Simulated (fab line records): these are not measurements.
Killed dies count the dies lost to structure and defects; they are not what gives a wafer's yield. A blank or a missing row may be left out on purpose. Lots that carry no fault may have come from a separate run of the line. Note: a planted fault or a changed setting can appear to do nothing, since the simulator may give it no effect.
fab line records	flow sky130
record lots=5	wafers=23
route steps=708 shown METAL3@560 VIA3@580 METAL4@600 CAP2M@610 VIA4@641 METAL5@665
start-h: hours from the record's opening day to when the first of the lot's shown wafers began	wait-h: hours since the lot's step before	" as in the row above	L1.1+2: a row that stands for several wafers	- value missing, or start not given	* or withheld: withheld	< > ~ a bound
route shown NAME@n: NAME is a module with steps in the file, n the number in the route of the first one	usual: mean and standard deviation over wafers with no fault	same: alike in all rows	chamber/n: place in a boat	sites: readings site by site	_std_site: standard deviation across them	_edge_site: inner sites' mean taken away from outer sites' mean	radius-mm: for every site, how far away it sits from the centre of the wafer	mask NAME#n: copy n	behind: tool/chamber where the wafer was last shaped	hold: cause of the lot's hold/its duration in hours/its outcome	device: whichever transistor did not switch (one of n, p or np)	end of line: the tests these same wafers got at the end of their route	step lacking rows: just its recipe	killed: dies lost to structure and defects at the first sort, not the wafer's yield	map: per-die view of a wafer (x killed, . not killed, _ where there is no die)
set.NAME: setting as actually run; set.NAME@STEP: the setting as run at that earlier step	model.NAME: the simulator's own value behind a step, which no gauge read
lots with deliberately changed settings; one table per step, one row per wafer
## steps
# step SKY_METAL3_EXPOSE_10
# recipe mask-id=MM3	na=0.68	source-shape=annular	sigma-inner=0.4	sigma-outer=0.8	target-cd-nm=300	dose-mj=28
lot.wafer	tool	chamber	start-h	wait-h	mask	set.dose-mj
L074.1+6	krf-scanner-01	0	-	-	MM3#0	28
L074.2+4+5	"	0	"	"	MM3#0	26.43
L078.1+2	krf-scanner-02	0	-	-	MM3#0	27.3
L078.3+5+6	"	0	"	"	MM3#0	28
L080.1+3+6	krf-scanner-02	0	-	-	MM3#0	28
L082.1+3+4+5+6	krf-scanner-01	0	-	-	MM3#0	28
L085.1+2+4+5+6	krf-scanner-02	0	-	-	MM3#0	28
# step SKY_METAL3_PEB_11
# recipe peb-temp-c=withheld	peb-time-s=withheld	resist=KrF-thick
# step SKY_METAL3_DEVELOP_12
# recipe develop-time-s=60	resist=KrF-thick	dev-temp-c=21
# step SKY_METAL3_CD_MEAS_13
# recipe target-cd-nm=300
# usual cd-nm=299.8/1.3
lot.wafer	tool	chamber	start-h	wait-h	set.dose-mj@METAL3_EXPOSE_10	cd-nm
L074.1	cd-sem-02	-	926.51	-	28	299.8
L074.2	"	-	"	"	26.43	310.3
L074.4	"	-	"	"	26.43	311.1
L074.5	"	-	"	"	26.43	310.9
L074.6	"	-	"	"	28	300.4
L078.1	cd-sem-01	-	947.56	-	27.3	303.9
L078.2	"	-	"	"	27.3	304.3
L078.3	"	-	"	"	28	299.4
L078.5	"	-	"	"	28	299.7
L078.6	"	-	"	"	28	299.4
L080.1	cd-sem-01	-	963.73	-	28	299.1
L080.3	"	-	"	"	28	299.9
L080.6	"	-	"	"	28	299.6
L082.1	cd-sem-02	-	965.88	-	28	299.2
L082.3	"	-	"	"	28	299.0
L082.4	"	-	"	"	28	300.0
L082.5	"	-	"	"	28	301.0
L082.6	"	-	"	"	28	298.4
L085.1	cd-sem-01	-	980.96	-	28	298.5
L085.2	"	-	"	"	28	299.5
L085.4	"	-	"	"	28	299.2
L085.5	"	-	"	"	28	299.4
L085.6	"	-	"	"	28	299.8
# step SKY_METAL3_DESCUM_15
# recipe chemistry=O2	source-power-w=150	bias-power-w=0	pressure-mtorr=10	temp-c=40	time-s=8
lot.wafer	tool	chamber	start-h	wait-h	set.dose-mj@METAL3_EXPOSE_10	model.METAL3.cd-nm
L074.1	rie-metal-03	0	926.66	0.0	28	300.3
L074.2	"	1	"	"	26.43	310.7
L074.4	"	0	"	"	26.43	311.1
L074.5	"	1	"	"	26.43	310.4
L074.6	"	0	"	"	28	300.9
L078.1	rie-metal-03	1	947.71	0.0	27.3	303.9
L078.2	"	0	"	"	27.3	304.6
L078.3	"	1	"	"	28	298.8
L078.5	"	0	"	"	28	299.6
L078.6	"	1	"	"	28	299.2
L080.1	rie-metal-02	0	963.88	0.0	28	298.4
L080.3	"	0	"	"	28	299.8
L080.6	"	1	"	"	28	299
L082.1	rie-metal-03	1	966.04	0.0	28	298.8
L082.3	"	1	"	"	28	298.6
L082.4	"	0	"	"	28	300.3
L082.5	"	1	"	"	28	300.6
L082.6	"	0	"	"	28	299.2
L085.1	rie-metal-03	1	981.11	0.0	28	298.3
L085.2+5	"	0	"	"	28	299.7
L085.4	"	0	"	"	28	299.5
L085.6	"	1	"	"	28	299.1
# step SKY_METAL3_ETCH_16
# recipe chemistry=N2/H2	target=BARC	ion-energy-ev=200	bias-w=100	pressure-mtorr=30	n2-flow-sccm=100	h2-flow-sccm=200	icp-w=500	stop-on=SiO2	time-s=88.2	target-depth-a=600
lot.wafer	tool	chamber	start-h	wait-h	set.dose-mj@METAL3_EXPOSE_10	model.METAL3.cd-nm
L074.1	rie-metal-03	0	926.69	0.0	28	301.3
L074.2	"	1	"	"	26.43	309.7
L074.4	"	0	"	"	26.43	312.3
L074.5	"	1	"	"	26.43	309.9
L074.6	"	0	"	"	28	301.8
L078.1	rie-metal-03	1	947.74	0.0	27.3	302.7
L078.2	"	0	"	"	27.3	304.8
L078.3	"	1	"	"	28	297.8
L078.5	"	0	"	"	28	300.8
L078.6	"	1	"	"	28	297.9
L080.1	rie-metal-02	0	963.91	0.0	28	298.6
L080.3	"	0	"	"	28	301.2
L080.6	"	1	"	"	28	299.8
L082.1	rie-metal-03	1	966.07	0.0	28	297.2
L082.3	"	1	"	"	28	296.9
L082.4	"	0	"	"	28	300.5
L082.5	"	1	"	"	28	300
L082.6	"	0	"	"	28	299.4
L085.1	rie-metal-03	1	981.14	0.0	28	296.4
L085.2	"	0	"	"	28	298.9
L085.4	"	0	"	"	28	299.9
L085.5	"	0	"	"	28	299.8
L085.6	"	1	"	"	28	297.3
# step SKY_METAL3_METAL_ETCH_18
# recipe target-depth-a=8450	stop-on=SiO2	over-etch-frac=0.3	time-s=183.1	chemistry=Cl2/BCl3	resist-sidewall-deg=88	pressure-mtorr=10	icp-w=900	bias-w=48.5	Cl2_flow_sccm=60	bcl3-flow-sccm=30
lot.wafer	tool	chamber	start-h	wait-h	set.bias-w
L074.1+4	rie-metal-01	0	926.81	0.0	48.5
L074.2+5+6	"	1,0,1	"	"	52.13
L078.1+2+3+5+6	rie-metal-01	0,1,1,0,1	947.86	0.0	48.5
L080.1+3+6	rie-metal-03	0,1,1	964.03	0.0	48.5
L082.1+3+5	rie-metal-02	1	966.19	0.0	53.75
L082.4+6	"	0	"	"	48.5
L085.1+2+6	rie-metal-02	0,1,0	981.26	0.0	48.5
L085.4+5	"	0,1	"	"	50.53
# step SKY_METAL3_STRIP_19
# recipe chemistry=O2/N2	power-w=1400	pressure-mtorr=1500	platen-temp-c=withheld	o2-flow-sccm=3000	n2-flow-sccm=300	overash-fraction=0.5
# usual strip-time-to-endpoint-s=6.49/0.068
lot.wafer	tool	chamber	start-h	wait-h	set.bias-w@METAL3_METAL_ETCH_18	strip-time-to-endpoint-s
L074.1	plasma-asher-03	0	926.99	0.1	48.5	6.49
L074.2	"	1	"	"	52.13	6.21
L074.4	"	1	"	"	48.5	6.44
L074.5	"	0	"	"	52.13	6.30
L074.6	"	1	"	"	52.13	6.20
L078.1	plasma-asher-03	0	948.04	0.1	48.5	6.50
L078.2	"	1	"	"	48.5	6.53
L078.3	"	1	"	"	48.5	6.43
L078.5	"	1	"	"	48.5	6.48
L078.6	"	0	"	"	48.5	6.49
L080.1	plasma-asher-03	0	964.21	0.1	48.5	6.59
L080.3	"	0	"	"	48.5	6.56
L080.6	"	1	"	"	48.5	6.48
L082.1	plasma-asher-03	1	966.37	0.1	53.75	6.27
L082.3	"	0	"	"	53.75	6.30
L082.4	"	1	"	"	48.5	6.44
L082.5	"	1	"	"	53.75	6.29
L082.6	"	0	"	"	48.5	6.49
L085.1	plasma-asher-01	1	981.44	0.1	48.5	6.51
L085.2	"	0	"	"	48.5	6.60
L085.4	"	1	"	"	50.53	6.46
L085.5	"	0	"	"	50.53	6.48
L085.6	"	1	"	"	48.5	6.50
# step SKY_VIA3_COAT_07
# recipe resist=KrF-thick	spin-rpm=3000	resist-thk-nm=450
lot.wafer	tool	chamber	start-h	wait-h	set.spin-rpm	model.KrF-thick_of_VIA3_COAT_07.thk-nm
L074.1	litho-track-04	0	-	-	3000	451.4
L074.2	"	0	"	"	3000	449.7
L074.4	"	0	"	"	3143	440.3
L074.5	"	0	"	"	3000	452.1
L074.6	"	0	"	"	3143	440.9
L078.1	litho-track-04	0	-	-	3000	448.4
L078.2	"	0	"	"	3000	449.2
L078.3	"	0	"	"	3000	448.9
L078.5	"	0	"	"	3000	448.5
L078.6	"	0	"	"	3000	447.2
L080.1	litho-track-04	0	-	-	3000	449.2
L080.3	"	0	"	"	3000	450.3
L080.6	"	0	"	"	3000	451.8
L082.1	litho-track-04	0	-	-	3000	446.5
L082.3	"	0	"	"	3000	449.3
L082.4	"	0	"	"	3000	447.4
L082.5	"	0	"	"	3000	447.8
L082.6	"	0	"	"	3000	447.7
L085.1	litho-track-04	0	-	-	2899	460
L085.2	"	0	"	"	3000	452.2
L085.4	"	0	"	"	3000	451.5
L085.5	"	0	"	"	3000	451.6
L085.6	"	0	"	"	2899	459
# step SKY_METAL4_SPUTTER_02
# recipe material=AlCu	target-thk-nm=735	power-w=10600	time-s=39.1	chamber-pressure-pa=0.4
lot.wafer	tool	chamber	start-h	wait-h	set.power-w	model.AlCu_of_METAL4_SPUTTER_02.thk-nm
L074.1	pvd-sputter-01	-	953.27	0.0	9367	650
L074.2	"	-	"	"	9367	649
L074.4	"	-	"	"	10600	738.5
L074.5	"	-	"	"	10600	730.9
L074.6	"	-	"	"	10600	741.1
L078.1	pvd-sputter-03	-	974.87	0.0	10600	746.4
L078.2	"	-	"	"	10030	703
L078.3	"	-	"	"	10600	741.1
L078.5	"	-	"	"	10030	691.6
L078.6	"	-	"	"	10030	701.7
L080.1	pvd-sputter-04	-	990.51	0.0	10600	727
L080.3	"	-	"	"	10600	737.6
L080.6	"	-	"	"	10600	723.1
L082.1	pvd-sputter-04	-	992.13	0.0	9454	642.9
L082.3	"	-	"	"	10600	728.1
L082.4	"	-	"	"	9454	653.5
L082.5	"	-	"	"	10600	723.3
L082.6	"	-	"	"	9454	641.8
L085.1	pvd-sputter-04	-	1006.50	0.0	9577	652.7
L085.2	"	-	"	"	10600	728.9
L085.4	"	-	"	"	9577	667.5
L085.5	"	-	"	"	10600	720.5
L085.6	"	-	"	"	9577	662.6
# step SKY_CAP2M_COAT_07
# recipe resist=NOVOLAK	spin-rpm=3000	resist-thk-nm=1140
lot.wafer	tool	chamber	start-h	wait-h	set.resist-thk-nm	model.NOVOLAK_of_CAP2M_COAT_07.thk-nm
L074.1+5	litho-track-01	0	965.74	0.1	1165	1163
L074.2	"	0	"	"	1140	1140
L074.4	"	0	"	"	1165	1164
L074.6	"	0	"	"	1140	1139
L078.1	litho-track-01	0	987.49	0.1	1140	1136
L078.2	"	0	"	"	1140	1140
L078.3	"	0	"	"	1140	1141
L078.5	"	0	"	"	1140	1137
L078.6	"	0	"	"	1140	1138
L080.1	litho-track-04	0	1001.16	0.1	1140	1141
L080.3+6	"	0	"	"	1140	1142
L082.1+4	litho-track-02	0	1003.33	0.1	1140	1140
L082.3+5	"	0	"	"	1140	1141
L082.6	"	0	"	"	1140	1144
L085.1	litho-track-02	0	1017.93	0.1	1094	1087
L085.2	"	0	"	"	1094	1089
L085.4	"	0	"	"	1094	1092
L085.5	"	0	"	"	1140	1136
L085.6	"	0	"	"	1140	1137
# step SKY_CAP2M_METAL_ETCH_13
# recipe target-depth-nm=220	stop-on=SiO2	chemistry=Cl2/BCl3	target=TiN	pressure-mtorr=10	icp-w=900	bias-w=48.5	Cl2_flow_sccm=60	bcl3-flow-sccm=30	time-s=62.9
lot.wafer	tool	chamber	start-h	wait-h	set.pressure-mtorr
L074.1+2+4+5+6	rie-metal-02	0,1,1,1,0	976.89	0.0	10
L078.1+2+3+5+6	rie-metal-03	0,1,1,0,1	998.42	0.0	10.89
L080.1+3+6	rie-metal-04	1,0,1	1012.94	0.0	10
L082.1+3+4+5+6	rie-metal-02	1,1,0,0,1	1015.37	0.0	10.9
L085.1+2+4+5+6	rie-metal-04	0,1,1,1,0	1029.47	0.0	10
# step SKY_CAP2M_STRIP_14
# recipe chemistry=O2/N2	power-w=1400	pressure-mtorr=1500	platen-temp-c=withheld	o2-flow-sccm=3000	n2-flow-sccm=300	overash-fraction=0.5
# usual strip-time-to-endpoint-s=12.63/0.045
lot.wafer	tool	chamber	start-h	wait-h	set.resist-thk-nm@CAP2M_COAT_07	strip-time-to-endpoint-s
L074.1	plasma-asher-01	1	976.97	0.1	1165	12.84
L074.2	"	0	"	"	1140	12.66
L074.4	"	1	"	"	1165	12.86
L074.5	"	1	"	"	1165	12.86
L074.6	"	0	"	"	1140	12.61
L078.1	plasma-asher-01	1	998.50	0.1	1140	12.62
L078.2	"	0	"	"	1140	12.60
L078.3	"	0	"	"	1140	12.61
L078.5	"	0	"	"	1140	12.62
L078.6	"	1	"	"	1140	12.55
L080.1	plasma-asher-02	0	1013.02	0.1	1140	12.67
L080.3	"	0	"	"	1140	12.64
L080.6	"	0	"	"	1140	12.67
L082.1	plasma-asher-04	0	1015.45	0.1	1140	12.65
L082.3	"	1	"	"	1140	12.66
L082.4	"	0	"	"	1140	12.63
L082.5	"	0	"	"	1140	12.61
L082.6	"	1	"	"	1140	12.68
L085.1	plasma-asher-02	1	1029.55	0.1	1094	12.00
L085.2	"	0	"	"	1094	12.03
L085.4	"	1	"	"	1094	12.07
L085.5	"	0	"	"	1140	12.58
L085.6	"	1	"	"	1140	12.59
# step SKY_METAL4_ETCH_17
# recipe target=SiO2	stop-on=TiN	chemistry=C4F8/O2/Ar	source-w=1500	bias-w=1200	pressure-mtorr=40	c4f8-flow-sccm=withheld	O2_flow_sccm=6	Ar_flow_sccm=300	time-s=3.9	target-depth-a=150
lot.wafer	tool	chamber	start-h	wait-h	set.source-w
L074.1+2+4	rie-diel-02	1,3,0	1000.46	0.1	1443
L074.5+6	"	0,1	"	"	1500
L078.1+2+3+5+6	rie-diel-02	3,0,2,2,3	1021.86	0.1	1500
L080.1+3+6	rie-diel-04	0,3,0	1036.51	0.1	1500
L082.1+3+4	rie-diel-01	0,1,2	1038.89	0.2	1500
L082.5+6	"	2,1	"	"	1631
L085.1+4	rie-diel-04	0,1	1052.99	0.2	1353
L085.2+5+6	"	2,0,3	"	"	1500
# step SKY_METAL4_METAL_ETCH_18
# recipe target-depth-a=8450	stop-on=SiO2	over-etch-frac=0.3	time-s=183.1	chemistry=Cl2/BCl3	resist-sidewall-deg=88	pressure-mtorr=10	icp-w=900	bias-w=48.5	Cl2_flow_sccm=60	bcl3-flow-sccm=30
# usual oes-product-au=0.864/0.0063
lot.wafer	tool	chamber	start-h	wait-h	set.power-w@METAL4_SPUTTER_02	oes-product-au
L074.1	rie-metal-01	0	1000.48	0.0	9367	0.813
L074.2	"	0	"	"	9367	0.809
L074.4	"	0	"	"	10600	0.872
L074.5	"	0	"	"	10600	0.862
L074.6	"	0	"	"	10600	0.863
L078.1	rie-metal-04	0	1021.88	0.0	10600	0.872
L078.2	"	1	"	"	10030	0.846
L078.3	"	1	"	"	10600	0.871
L078.5	"	1	"	"	10030	0.841
L078.6	"	0	"	"	10030	0.847
L080.1	rie-metal-03	1	1036.53	0.0	10600	0.854
L080.3	"	0	"	"	10600	0.867
L080.6	"	1	"	"	10600	0.851
L082.1	rie-metal-03	1	1038.91	0.0	9454	0.817
L082.3	"	1	"	"	10600	0.859
L082.4	"	0	"	"	9454	0.821
L082.5	"	0	"	"	10600	0.863
L082.6	"	1	"	"	9454	0.813
L085.1	rie-metal-03	0	1053.01	0.0	9577	0.815
L085.2	"	1	"	"	10600	0.860
L085.4	"	1	"	"	9577	0.832
L085.5	"	1	"	"	10600	0.849
L085.6	"	0	"	"	9577	0.824
# step SKY_VIA4_CMP_02
# recipe material=SiO2	down-force-psi=4	platen-rpm=60	pad-velocity-m-s=0.94248
lot.wafer	tool	chamber	start-h	wait-h	set.leave-above-ref-nm	model.SiO2_of_VIA4_HDPCVD_00.thk-nm
L074.2+1	cmp-02	1,2	1001.79	0.0	593.6	-
L074.4	"	3	"	"	580	579.3
L074.5	"	1	"	"	580	581.5
L074.6	"	2	"	"	593.6	591.2
L078.2	cmp-01	1	1023.28	0.1	619.2	618.8
L078.1	"	2	"	"	580	580
L078.3	"	3	"	"	580	579.6
L078.5	"	0	"	"	580	580.4
L078.6	"	1	"	"	619.2	620.2
L080.3	cmp-02	2	1037.68	0.1	580	577.7
L080.1	"	3	"	"	580	581.7
L080.6	"	0	"	"	580	581.4
L082.1	cmp-02	2	1039.95	0.1	563.1	560.7
L082.3	"	0	"	"	563.1	563.2
L082.4	"	1	"	"	580	580.9
L082.6	"	2	"	"	563.1	560.9
L082.5	"	3	"	"	580	580.1
L085.2	cmp-02	1	1054.26	0.3	580	582.7
L085.4+6	"	2,1	"	"	580	-
L085.1	"	0	"	"	596.1	-
L085.5	"	2	"	"	596.1	594.8
# step SKY_VIA4_DEVELOP_10
# recipe resist=NOVOLAK	developer=TMAH	develop-time-s=60	dev-temp-c=23
lot.wafer	tool	chamber	start-h	wait-h	set.develop-time-s
L074.1+4+6	litho-track-04	0	1024.01	0.1	60
L074.2+5	"	0	"	"	66.77
L078.1+6	litho-track-04	0	1046.41	0.1	54.49
L078.2+3+5	"	0	"	"	60
L080.1+3+6	litho-track-03	0	1059.93	0.1	60
L082.1+5	litho-track-04	0	1061.66	0.1	60
L082.3+4+6	"	0	"	"	63.38
L085.1+2+5	litho-track-02	0	1075.68	0.1	60
L085.4+6	"	0	"	"	55.65
# step SKY_VIA4_ETCH_12
# recipe target=SiO2	chemistry=C4F8/O2/Ar	stop-on=TiN	mask-material=NOVOLAK	source-w=1500	bias-w=1200	pressure-mtorr=40	c4f8-flow-sccm=withheld	O2_flow_sccm=6	Ar_flow_sccm=300	time-s=withheld	target-depth-a=5800
# usual oes-product-au=0.926/0.0037
lot.wafer	tool	chamber	start-h	wait-h	set.leave-above-ref-nm@VIA4_CMP_02	set.develop-time-s@VIA4_DEVELOP_10	oes-product-au	model.VIA4.feature-depth-nm	model.VIA4.cd-nm
L074.1	rie-diel-02	2	1024.19	0.0	593.6	*	0.940	591.7	800.3
L074.2	"	0	"	"	593.6	*	0.937	594.4	808.4
L074.4	"	1	"	"	580	*	0.923	579.3	798.5
L074.5	"	3	"	"	580	*	0.926	581.5	813
L074.6	"	2	"	"	593.6	*	0.942	591.2	800.3
L078.1	rie-diel-02	1	1046.59	0.0	580	*	0.925	580	789.4
L078.2	"	0	"	"	619.2	*	0.957	618.8	799.3
L078.3	"	2	"	"	580	*	0.927	579.6	799.7
L078.5	"	1	"	"	580	*	0.923	580.4	799.5
L078.6	"	0	"	"	619.2	*	0.968	620.2	788.7
L080.1	rie-diel-03	2	1060.11	0.0	580	*	0.928	581.7	796.2
L080.3	"	0	"	"	580	*	0.920	577.7	795.9
L080.6	"	1	"	"	580	*	0.926	581.4	796.3
L082.1	rie-diel-03	2	1061.84	0.0	563.1	*	0.911	560.7	799.5
L082.3	"	1	"	"	563.1	*	0.909	563.2	806.3
L082.4	"	3	"	"	580	*	0.924	580.9	808.1
L082.5	"	1	"	"	580	*	0.927	580.1	802.9
L082.6	"	2	"	"	563.1	*	0.909	560.9	808.2
L085.1	rie-diel-03	2	1075.87	0.0	596.1	*	0.935	598.3	799.6
L085.2	"	0	"	"	580	*	0.929	582.7	801.2
L085.4	"	1	"	"	580	*	0.927	580.2	792.6
L085.5	"	3	"	"	596.1	*	0.944	594.8	800.5
L085.6	"	0	"	"	580	*	0.919	582.2	793.4
# step SKY_METAL5_SPUTTER_04
# recipe material=TiN	target-thk-nm=70	power-w=6500	time-s=58.3	chamber-pressure-pa=0.4
lot.wafer	tool	chamber	start-h	wait-h	set.power-w	model.TiN_of_METAL5_SPUTTER_04.thk-nm
L074.1	pvd-sputter-03	-	1026.02	0.0	5983	64.19
L074.2	"	-	"	"	5983	63.39
L074.4	"	-	"	"	6500	69.27
L074.5	"	-	"	"	6500	69.97
L074.6	"	-	"	"	6500	69.61
L078.1	pvd-sputter-02	-	1048.07	0.0	6500	70.52
L078.2	"	-	"	"	6500	70.26
L078.3	"	-	"	"	6500	70.89
L078.5	"	-	"	"	6500	69.68
L078.6	"	-	"	"	6500	71.46
L080.1	pvd-sputter-03	-	1062.47	0.9	6500	68.99
L080.3	"	-	"	"	6500	68.87
L080.6	"	-	"	"	6500	68.86
L082.1	pvd-sputter-03	-	1063.38	0.0	6500	68.87
L082.3	"	-	"	"	6500	69.22
L082.4	"	-	"	"	6500	68.88
L082.5	"	-	"	"	6500	69.03
L082.6	"	-	"	"	6500	68.8
L085.1	pvd-sputter-03	-	1077.38	0.0	6992	74.14
L085.2	"	-	"	"	6500	69.07
L085.4	"	-	"	"	6992	74.47
L085.5	"	-	"	"	6500	68.56
L085.6	"	-	"	"	6992	74.89
# step SKY_METAL5_METAL_ETCH_15
# recipe target-depth-a=12600	stop-on=SiO2	over-etch-frac=0.2	time-s=252	chemistry=Cl2/BCl3	resist-sidewall-deg=86	pressure-mtorr=10	icp-w=900	bias-w=48.5	Cl2_flow_sccm=60	bcl3-flow-sccm=30
# usual oes-product-au=0.893/0.0055
lot.wafer	tool	chamber	start-h	wait-h	set.time-s	set.leave-above-ref-nm@VIA4_CMP_02	oes-product-au	model.NOVOLAK_of_METAL5_COAT_09.thk-nm	model.SiO2_of_VIA4_HDPCVD_00.thk-nm
L074.1	rie-metal-01	1	1048.56	0.1	252	593.6	0.893	-	-
L074.2	"	1	"	"	282.8	593.6	0.888	-	-
L074.4	"	1	"	"	252	580	0.889	1007	547.8
L074.5	"	1	"	"	282.8	580	0.887	924.9	547
L074.6	"	1	"	"	282.8	593.6	0.883	919.3	556.6
L078.1	rie-metal-01	0	1069.32	0.0	218.4	580	0.973	1125	552.3
L078.2	"	1	"	"	218.4	619.2	0.961	1119	591
L078.3	"	1	"	"	218.4	580	0.971	1117	551.8
L078.5	"	1	"	"	252	580	0.881	1016	549.2
L078.6	"	0	"	"	252	619.2	0.889	1021	589.2
L080.1	rie-metal-02	0	1083.26	0.0	252	580	0.900	1029	551.1
L080.3	"	0	"	"	252	580	0.901	1044	547.4
L080.6	"	0	"	"	252	580	0.905	1035	550.9
L082.1	rie-metal-02	1	1084.37	0.0	273.6	563.1	0.887	982.7	528.4
L082.3	"	1	"	"	252	563.1	0.896	1045	533
L082.4	"	0	"	"	273.6	580	0.891	981.7	548.1
L082.5	"	0	"	"	252	580	0.899	1037	549.7
L082.6	"	1	"	"	273.6	563.1	0.889	988.8	528.2
L085.1	rie-metal-01	0	1096.32	0.0	234.9	596.1	0.925	-	-
L085.2	"	1	"	"	252	580	0.904	1024	551.4
L085.4	"	1	"	"	252	580	0.897	-	-
L085.5	"	1	"	"	252	596.1	0.902	1019	563.9
L085.6	"	0	"	"	234.9	580	0.936	-	-
## key
split step=SKY_METAL3_EXPOSE_10	setting=dose-mj	stated=28	by=wafer
response step=SKY_METAL3_CD_MEAS_13	reading=cd-nm	change=-1.9	per=1%	r=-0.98
response step=SKY_METAL3_DESCUM_15	reading=model.METAL3.cd-nm	change=-1.84	per=1%	r=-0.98
response step=SKY_METAL3_ETCH_16	reading=model.METAL3.cd-nm	change=-1.68	per=1%	r=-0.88
split step=SKY_METAL3_METAL_ETCH_18	setting=bias-w	stated=48.5	by=wafer
response step=SKY_METAL3_STRIP_19	reading=strip-time-to-endpoint-s	change=*	per=1%	r=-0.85
split step=SKY_VIA3_COAT_07	setting=spin-rpm	stated=3000	by=wafer
response step=SKY_VIA3_COAT_07	reading=model.KrF-thick_of_VIA3_COAT_07.thk-nm	change=-2.23	per=1%	r=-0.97
split step=SKY_METAL4_SPUTTER_02	setting=power-w	stated=10600	by=wafer
response step=SKY_METAL4_SPUTTER_02	reading=model.AlCu_of_METAL4_SPUTTER_02.thk-nm	change=+7.31	per=1%	r=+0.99
response step=SKY_METAL4_METAL_ETCH_18	reading=oes-product-au	change=+0.00415	per=1%	r=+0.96
split step=SKY_CAP2M_COAT_07	setting=resist-thk-nm	stated=1140	by=wafer
response step=SKY_CAP2M_COAT_07	reading=model.NOVOLAK_of_CAP2M_COAT_07.thk-nm	change=+11.5	per=1%	r=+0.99
response step=SKY_CAP2M_STRIP_14	reading=strip-time-to-endpoint-s	change=*	per=1%	r=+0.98
split step=SKY_CAP2M_METAL_ETCH_13	setting=pressure-mtorr	stated=10	by=lot
response none clear
split step=SKY_METAL4_ETCH_17	setting=source-w	stated=1500	by=wafer
response none clear
split step=SKY_VIA4_CMP_02	setting=leave-above-ref-nm	stated=580	by=wafer
response step=SKY_VIA4_CMP_02	reading=model.SiO2_of_VIA4_HDPCVD_00.thk-nm	change=+5.8	per=1%	r=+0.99
response step=SKY_VIA4_ETCH_12	reading=oes-product-au	change=+0.0056	per=1%	r=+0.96
response step=SKY_VIA4_ETCH_12	reading=model.VIA4.feature-depth-nm	change=+5.81	per=1%	r=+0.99
response step=SKY_METAL5_METAL_ETCH_15	reading=model.SiO2_of_VIA4_HDPCVD_00.thk-nm	change=+5.72	per=1%	r=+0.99
split step=SKY_VIA4_DEVELOP_10	setting=develop-time-s	stated=60	by=wafer
response step=SKY_VIA4_ETCH_12	reading=model.VIA4.cd-nm	change=+1.05	per=1%	r=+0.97
split step=SKY_METAL5_SPUTTER_04	setting=power-w	stated=6500	by=wafer
response step=SKY_METAL5_SPUTTER_04	reading=model.TiN_of_METAL5_SPUTTER_04.thk-nm	change=+0.741	per=1%	r=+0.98
split step=SKY_METAL5_METAL_ETCH_15	setting=time-s	stated=252	by=wafer
response step=SKY_METAL5_METAL_ETCH_15	reading=oes-product-au	shape=bent	at-lowest=0.968	at-stated=0.896	at-highest=0.886
response step=SKY_METAL5_METAL_ETCH_15	reading=model.NOVOLAK_of_METAL5_COAT_09.thk-nm	change=-7.22	per=1%	r=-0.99
